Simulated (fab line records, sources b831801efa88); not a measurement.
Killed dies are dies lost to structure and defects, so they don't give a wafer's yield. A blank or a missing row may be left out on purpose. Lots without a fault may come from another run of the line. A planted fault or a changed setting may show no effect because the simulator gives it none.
Which tool did it? | flow sky130 | 14 lots, 42 wafers sampled, at 6 steps of a route of 708

WHAT THE GAUGES READ, wafer by wafer
SKY_NWELL_THK_MEAS_02. Usual: NWELL_OXIDATION_THK 9.89 nm, standard deviation 0.15.
lot  | measured    | on            | NWELL_OXIDATION_THK (nm) | flag
L112 | day 2 11:29 | film_metro-04 | 10.00 9.87 9.87          |
L114 | day 3 00:05 | film_metro-04 | 10.10 10.07 10.06        |
L115 | day 3 04:10 | film_metro-03 | 9.91 9.82 9.87           |
L117 | day 3 15:47 | film_metro-04 | 9.89 10.13 10.07         |
L118 | day 3 22:29 | film_metro-02 | 9.96 9.75 9.99           |
L119 | day 4 02:44 | film_metro-02 | 9.81 9.96 9.92           |
L122 | day 4 17:12 | film_metro-04 | 10.17 10.17 10.18        |
L123 | day 4 21:22 | film_metro-03 | 10.16 10.24 10.09        |
L125 | day 5 08:01 | film_metro-04 | 9.68 10.04 9.99          |
L130 | day 6 17:47 | film_metro-03 | 10.01 10.04 9.80         |
L131 | day 6 19:57 | film_metro-04 | 10.10 9.68 9.82          |
L132 | day 7 01:31 | film_metro-04 | 9.66 9.81 9.81           |
L133 | day 7 04:10 | film_metro-02 | 9.91 10.05 9.76          |
L134 | day 7 12:45 | film_metro-03 | 9.69 9.63 9.64           |

SKY_PWDE_TW_MEAS_10. Usual: PWDE_TW 377, standard deviation 3.3.
lot  | measured    | on            | PWDE_TW     | flag
L112 | day 3 18:56 | film_metro-04 | 372 372 370 |
L114 | day 4 08:10 | film_metro-02 | 379 379 379 |
L115 | day 4 12:13 | film_metro-04 | 375 373 372 |
L117 | day 5 01:33 | film_metro-04 | 371 372 372 |
L118 | day 5 08:40 | film_metro-02 | 381 383 380 |
L119 | day 5 13:33 | film_metro-02 | 379 380 380 |
L122 | day 6 04:22 | film_metro-04 | 373 373 373 |
L123 | day 6 08:36 | film_metro-02 | 375 376 376 |
L125 | day 6 20:35 | film_metro-02 | 376 376 376 |
L130 | day 8 09:43 | film_metro-02 | 378 379 380 |
L131 | day 8 11:52 | film_metro-03 | 374 376 374 |
L132 | day 8 17:44 | film_metro-02 | 378 379 377 |
L133 | day 8 21:10 | film_metro-03 | 374 374 377 |
L134 | day 9 06:55 | film_metro-02 | 378 379 381 |

SKY_NWELL_TW_MEAS_15. Usual: NWELL_TW 1831, standard deviation 17.
lot  | measured     | on            | NWELL_TW       | flag
L112 | day 4 12:10  | film_metro-02 | 1849 1837 1835 |
L114 | day 5 01:01  | film_metro-03 | 1812 1816 1812 |
L115 | day 5 06:53  | film_metro-02 | 1845 1858 1849 |
L117 | day 5 20:20  | film_metro-02 | 1852 1844 1849 |
L118 | day 6 02:59  | film_metro-04 | 1797 1805 1800 |
L119 | day 6 07:57  | film_metro-02 | 1845 1835 1844 |
L122 | day 6 23:17  | film_metro-03 | 1836 1835 1835 |
L123 | day 7 04:04  | film_metro-04 | 1806 1822 1804 |
L125 | day 7 17:07  | film_metro-02 | 1859 1867 1860 |
L130 | day 9 07:15  | film_metro-03 | 1831 1825 1823 |
L131 | day 9 10:14  | film_metro-02 | 1844 1849 1844 |
L132 | day 9 16:29  | film_metro-04 | 1823 1819 1810 |
L133 | day 9 19:15  | film_metro-02 | 1842 1846 1847 |
L134 | day 10 05:02 | film_metro-04 | 1796 1806 1790 |

SKY_VT_ADJUST_LVTN_OVL_MEAS_18. Usual: VT_ADJUST_LVTN_01_OVL 0.5 nm, standard deviation 1.3.
lot  | measured     | on         | VT_ADJUST_LVTN_01_OVL (nm) | flag
L112 | day 7 14:15  | overlay-02 | 0.2 1.2 -0.7               |
L114 | day 8 04:59  | overlay-01 | 1.8 1.5 1.0                |
L115 | day 8 11:17  | overlay-01 | -1.2 -0.3 -0.1             |
L117 | day 9 03:12  | overlay-01 | 1.6 1.4 0.8                |
L118 | day 9 11:01  | overlay-01 | 0.8 0.4 0.7                |
L119 | day 9 17:01  | overlay-02 | 2.5 0.8 2.0                |
L122 | day 10 11:57 | overlay-01 | 1.8 0.6 1.2                |
L123 | day 10 16:34 | overlay-01 | 0.7 0.8 -0.3               |
L125 | day 11 09:21 | overlay-01 | -0.3 1.0 0.1               |
L130 | day 13 04:55 | overlay-01 | - - -                      | OFF
L131 | day 13 09:52 | overlay-02 | - - -                      | OFF
L132 | day 13 14:29 | overlay-01 | 1.1 1.8 1.6                |
L133 | day 13 19:12 | overlay-02 | 1.9 1.2 1.2                |
L134 | day 14 06:59 | overlay-02 | 1.9 0.4 0.8                |

SKY_VT_ADJUST_LVTN_TW_MEAS_21. Usual: VT_ADJUST_LVTN_2_TW 188.2, standard deviation 1.9.
lot  | measured     | on            | VT_ADJUST_LVTN_2_TW | flag
L112 | day 7 14:32  | film_metro-04 | 187.6 187.7 187.0   |
L114 | day 8 05:16  | film_metro-04 | 188.1 188.8 188.5   |
L115 | day 8 11:34  | film_metro-04 | 188.5 188.7 187.6   |
L117 | day 9 03:29  | film_metro-02 | 191.0 191.6 190.8   |
L118 | day 9 11:18  | film_metro-02 | 191.0 191.2 190.8   |
L119 | day 9 17:18  | film_metro-04 | 187.9 186.6 188.6   |
L122 | day 10 12:14 | film_metro-01 | 186.3 186.9 187.8   |
L123 | day 10 16:51 | film_metro-01 | 186.1 187.2 186.4   |
L125 | day 11 09:39 | film_metro-01 | 187.0 186.0 186.6   |
L130 | day 13 05:12 | film_metro-02 | 30.6 30.6 30.6      | OFF
L131 | day 13 10:09 | film_metro-01 | 29.8 29.7 29.8      | OFF
L132 | day 13 14:46 | film_metro-04 | 188.9 187.7 187.7   |
L133 | day 13 19:29 | film_metro-01 | 187.3 186.3 186.3   |
L134 | day 14 07:16 | film_metro-04 | 188.1 188.6 187.3   |

WHICH TOOL RAN EACH LOT (tool, then ch and the chambers of the sampled wafers, then the start)
lot  | SKY_VT_ADJUST_LVTN_DEVELOP_17
L112 | litho_track-02 ch 0, day 7 14:06
L114 | litho_track-01 ch 0, day 8 04:51
L115 | litho_track-01 ch 0, day 8 11:09
L117 | litho_track-04 ch 0, day 9 03:04
L118 | litho_track-02 ch 0, day 9 10:53
L119 | litho_track-02 ch 0, day 9 16:53
L122 | litho_track-02 ch 0, day 10 11:48
L123 | litho_track-02 ch 0, day 10 16:26
L125 | litho_track-04 ch 0, day 11 09:14
L130 | litho_track-02 ch 0, day 13 04:46
L131 | litho_track-02 ch 0, day 13 09:43
L132 | litho_track-01 ch 0, day 13 14:20
L133 | litho_track-04 ch 0, day 13 19:04
L134 | litho_track-01 ch 0, day 14 06:50
- SKY_VT_ADJUST_LVTN_DEVELOP_17: develop time 60 s.

WHAT THE TOOLS THEMSELVES READ (means of the sampled wafers that have a number; where no wafer has one, the mark that the record gives instead)
The record holds no such reading with a usual standard deviation.

THE ANSWER, worked out from the rows above alone
Rule: a lot is off if the mean of its wafers that have a number lies more than 3 standard deviations from the usual mean. A lot without any number at a reading at which 4 lots or more have one is off too. The other lots that the step has rows for count as sound. The gauges are gone through in route order, then the tools' own readings, and for those a lot's mean is taken as printed above. The first step at which some lot is off is used, and at that step the reading that is off furthest; a lot without a number counts as furthest.
Off: L130, L131, at SKY_VT_ADJUST_LVTN_OVL_MEAS_18 (VT_ADJUST_LVTN_01_OVL). Without a number there: L130, L131.
A tool fits if, at a process step before that reading, it ran every lot that is off, and no sound lot after the first of them. The gauges at SKY_VT_ADJUST_LVTN_OVL_MEAS_18 aren't tried: what is off there is off at SKY_VT_ADJUST_LVTN_TW_MEAS_21 too, on other tools, and a gauge's error can't cause that. One fits: litho_track-02 at SKY_VT_ADJUST_LVTN_DEVELOP_17. Its last sound lot is L123 (day 10 16:26), its first lot that is off L130 (day 13 04:46): a fault that began between those two fits.

WHAT THE SIMULATOR HAD PUT IN
Process parameter drift: litho_track-02, from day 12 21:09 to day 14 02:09, at SKY_VT_ADJUST_LVTN_DEVELOP_17. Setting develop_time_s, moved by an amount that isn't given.
Lots struck among those shown: L130, L131. The rule above found the same.
